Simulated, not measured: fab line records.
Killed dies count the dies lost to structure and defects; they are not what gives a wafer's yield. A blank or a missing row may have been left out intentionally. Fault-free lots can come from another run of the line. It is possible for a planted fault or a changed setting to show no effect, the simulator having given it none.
Split-lot experiment || flow sfq-line || 13 wafers read from 5 lots, route of 325 steps

THE SPLIT
At SFQ_TRILAYER_M4_LITHO_COAT_093 (resist thk 600 nm), the setting spin-rpm was moved away from the recipe's 3000 rpm on 5 of the 13 wafers read, by -2.6% to +5.4%. For the rest of the wafers, this setting stayed at what the recipe calls for.

FROM THE SPLIT TO THE READING: what the file shows between them, 3 steps
- SFQ_TRILAYER_M4_LITHO_SOFTBAKE_097
- SFQ_TRILAYER_M4_LITHO_EXPOSE_094: exposes mask M4, target cd 500 nm
- SFQ_TRILAYER_M4_BARC_OPEN_METAL_ETCH_123: etches BARC in O2, target depth 125 nm, time 41.7 s

THE READING
KrF_of_TRILAYER_M4_LITHO_COAT_093.thk-nm (the simulator's own value, which no gauge read), in nm, at SFQ_TRILAYER_M4_ETCH_METAL_ETCH_096 (etches Nb in Cl2/Ar, stops on SiO2, target depth 240 nm, time 120 s). There is no usual value for it anywhere in the file. Across the 8 wafers here that went through the recipe, the average is 380.7 nm and the standard deviation 1.5 nm.

{"wafer": "L078.2", "tool, chamber at the split": "litho-track-02, 0", "spin-rpm as run, rpm": 3154, "against the recipe": "+5.1%", "KrF_of_TRILAYER_M4_LITHO_COAT_093.thk-nm, nm": 364.5, "against lot-mates on the recipe": -16.6}
{"wafer": "L078.4", "tool, chamber at the split": "litho-track-02, 0", "spin-rpm as run, rpm": 3154, "against the recipe": "+5.1%", "KrF_of_TRILAYER_M4_LITHO_COAT_093.thk-nm, nm": 365.5, "against lot-mates on the recipe": -15.6}
{"wafer": "L078.6", "tool, chamber at the split": "litho-track-02, 0", "spin-rpm as run, rpm": 3000, "against the recipe": "recipe", "KrF_of_TRILAYER_M4_LITHO_COAT_093.thk-nm, nm": 381.1, "against lot-mates on the recipe": "-"}
{"wafer": "L079.1", "tool, chamber at the split": "litho-track-01, 0", "spin-rpm as run, rpm": 3000, "against the recipe": "recipe", "KrF_of_TRILAYER_M4_LITHO_COAT_093.thk-nm, nm": 381.3, "against lot-mates on the recipe": "-"}
{"wafer": "L079.2", "tool, chamber at the split": "litho-track-01, 0", "spin-rpm as run, rpm": 3000, "against the recipe": "recipe", "KrF_of_TRILAYER_M4_LITHO_COAT_093.thk-nm, nm": 379.6, "against lot-mates on the recipe": "-"}
{"wafer": "L079.3", "tool, chamber at the split": "litho-track-01, 0", "spin-rpm as run, rpm": 3000, "against the recipe": "recipe", "KrF_of_TRILAYER_M4_LITHO_COAT_093.thk-nm, nm": 380.7, "against lot-mates on the recipe": "-"}
{"wafer": "L081.2", "tool, chamber at the split": "litho-track-04, 0", "spin-rpm as run, rpm": 2923, "against the recipe": "-2.6%", "KrF_of_TRILAYER_M4_LITHO_COAT_093.thk-nm, nm": 387.7, "against lot-mates on the recipe": "no lot-mate on the recipe"}
{"wafer": "L081.6", "tool, chamber at the split": "litho-track-04, 0", "spin-rpm as run, rpm": 2923, "against the recipe": "-2.6%", "KrF_of_TRILAYER_M4_LITHO_COAT_093.thk-nm, nm": 391.4, "against lot-mates on the recipe": "no lot-mate on the recipe"}
{"wafer": "L083.3", "tool, chamber at the split": "litho-track-01, 0", "spin-rpm as run, rpm": 3163, "against the recipe": "+5.4%", "KrF_of_TRILAYER_M4_LITHO_COAT_093.thk-nm, nm": 366.1, "against lot-mates on the recipe": -14.3}
{"wafer": "L083.4", "tool, chamber at the split": "litho-track-01, 0", "spin-rpm as run, rpm": 3000, "against the recipe": "recipe", "KrF_of_TRILAYER_M4_LITHO_COAT_093.thk-nm, nm": 378.4, "against lot-mates on the recipe": "-"}
{"wafer": "L083.6", "tool, chamber at the split": "litho-track-01, 0", "spin-rpm as run, rpm": 3000, "against the recipe": "recipe", "KrF_of_TRILAYER_M4_LITHO_COAT_093.thk-nm, nm": 382.4, "against lot-mates on the recipe": "-"}
{"wafer": "L084.3", "tool, chamber at the split": "litho-track-01, 0", "spin-rpm as run, rpm": 3000, "against the recipe": "recipe", "KrF_of_TRILAYER_M4_LITHO_COAT_093.thk-nm, nm": 382.9, "against lot-mates on the recipe": "-"}
{"wafer": "L084.5", "tool, chamber at the split": "litho-track-01, 0", "spin-rpm as run, rpm": 3000, "against the recipe": "recipe", "KrF_of_TRILAYER_M4_LITHO_COAT_093.thk-nm, nm": 379, "against lot-mates on the recipe": "-"}

THE FIT
A straight line over all 13 wafers: KrF_of_TRILAYER_M4_LITHO_COAT_093.thk-nm changes by -3.03 nm for each +1% of spin-rpm; r = -0.98; the points scatter about the line by 1.6 nm.
The same after taking each lot's own level away (the mean of its wafers on the recipe; 11 wafers): -2.95 nm for each +1%; r = -0.98; scatter 1.6 nm.
On that fit, the largest move of spin-rpm shifts the reading by 16 nm.
From 380.40 to 381.10 nm: that is the span of the lots' own levels, equal to 0.5 times the standard deviation above.
Consequently the slope shifts little with the lot-to-lot level, the two slopes agreeing.
Check: with one of the wafers moved furthest among these (+5.4%) left out of the fit, the line predicts -17 nm for it against its lot-mates. Against them it came out at -14.3 nm.

FURTHER SPLITS ON THESE WAFERS
Other splits were also applied to these wafers ahead of the reading. Each is held against what the fit with the lots' levels taken away leaves over:
{"other split on the same wafers": "SFQ_TRILAYER_I1_VIA_ETCH_VIA_ETCH_052 bias-w", "wafers away from the commonest value": 5, "r with KrF_of_TRILAYER_M4_LITHO_COAT_093.thk-nm (lot level and that fit taken away)": -0.21}
{"other split on the same wafers": "SFQ_TRILAYER_M2_LITHO_EXPOSE_058 dose-mj", "wafers away from the commonest value": 5, "r with KrF_of_TRILAYER_M4_LITHO_COAT_093.thk-nm (lot level and that fit taken away)": -0.25}
{"other split on the same wafers": "SFQ_TRILAYER_M2_ETCH_METAL_ETCH_060 time-s", "wafers away from the commonest value": 6, "r with KrF_of_TRILAYER_M4_LITHO_COAT_093.thk-nm (lot level and that fit taken away)": -0.27}
{"other split on the same wafers": "SFQ_TRILAYER_M3_DEP_SPUTTER_073 power-w", "wafers away from the commonest value": 4, "r with KrF_of_TRILAYER_M4_LITHO_COAT_093.thk-nm (lot level and that fit taken away)": "+0.23"}
{"other split on the same wafers": "SFQ_TRILAYER_M3_LITHO_PEB_078 peb-temp-c", "wafers away from the commonest value": 5, "r with KrF_of_TRILAYER_M4_LITHO_COAT_093.thk-nm (lot level and that fit taken away)": "+0.23"}
{"other split on the same wafers": "SFQ_TRILAYER_M3_BARC_OPEN_METAL_ETCH_100 icp-w", "wafers away from the commonest value": 2, "r with KrF_of_TRILAYER_M4_LITHO_COAT_093.thk-nm (lot level and that fit taken away)": -0.10}
{"other split on the same wafers": "SFQ_TRILAYER_M4_DEP_SPUTTER_091 time-s", "wafers away from the commonest value": 0, "r with KrF_of_TRILAYER_M4_LITHO_COAT_093.thk-nm (lot level and that fit taken away)": "-"}

THE WHOLE CHAIN: every reading that the file lists as answering this split, in the file's order
{"step": "SFQ_TRILAYER_M4_LITHO_COAT_093", "what it does": "resist thk 600 nm", "reading": "KrF_of_TRILAYER_M4_LITHO_COAT_093.thk-nm (the simulator's own value, which no gauge read)", "change (the file's fit)": "-2.66 nm for each +1% of the setting", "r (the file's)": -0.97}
{"step": "SFQ_TRILAYER_M4_ETCH_METAL_ETCH_096", "what it does": "etches Nb in Cl2/Ar, stops on SiO2, target depth 240 nm, time 120 s", "reading": "KrF_of_TRILAYER_M4_LITHO_COAT_093.thk-nm (the simulator's own value, which no gauge read)", "change (the file's fit)": "-2.87 nm for each +1% of the setting", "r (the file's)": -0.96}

FILE'S OWN FIT
KrF_of_TRILAYER_M4_LITHO_COAT_093.thk-nm changes by -2.87 nm for each +1% of spin-rpm, r = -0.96.
